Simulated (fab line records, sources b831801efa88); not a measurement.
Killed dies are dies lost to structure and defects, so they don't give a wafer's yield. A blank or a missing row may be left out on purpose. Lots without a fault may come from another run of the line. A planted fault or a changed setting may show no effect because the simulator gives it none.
Which tool did it? | flow sky130 | 6 lots, 18 wafers sampled, at 1 step of a route of 708

WHAT THE GAUGES READ, wafer by wafer
SKY_FIELD_ISO_THK_MEAS_25.
lot  | measured    | on            | FIELD_ISO_CVD_24_THK (nm)
L204 | day 2 14:00 | film_metro-01 | 595 607 596
L208 | day 3 11:40 | film_metro-01 | 596 596 596
L212 | day 4 07:32 | film_metro-03 | 597 598 597
L218 | day 5 16:57 | film_metro-01 | 586 597 593
L221 | day 6 07:00 | film_metro-01 | 595 589 589
L225 | day 7 05:11 | film_metro-03 | 592 597 594

WHICH TOOL RAN EACH LOT (tool, then ch and the chambers of the sampled wafers, then the start)
The record holds no process step before these readings.

THE ANSWER, worked out from the rows above alone
Rule: what is usual is taken from the lots themselves. Put in order of their means at a reading, lots are off if they are a third of the lots or fewer, leave a main group of 4 or more, and stand apart from it by a gap of 3 or more times the standard deviation of the main group's means; of several such gaps the widest counts. A main group whose means are all the same, to the digits that the tables above print for the reading, isn't used. A lot without any number at a reading at which 4 lots or more have one is off too. The other lots that the step has rows for count as sound.
No lot is off at any reading shown: from this, nothing can be told.

WHAT THE SIMULATOR HAD PUT IN
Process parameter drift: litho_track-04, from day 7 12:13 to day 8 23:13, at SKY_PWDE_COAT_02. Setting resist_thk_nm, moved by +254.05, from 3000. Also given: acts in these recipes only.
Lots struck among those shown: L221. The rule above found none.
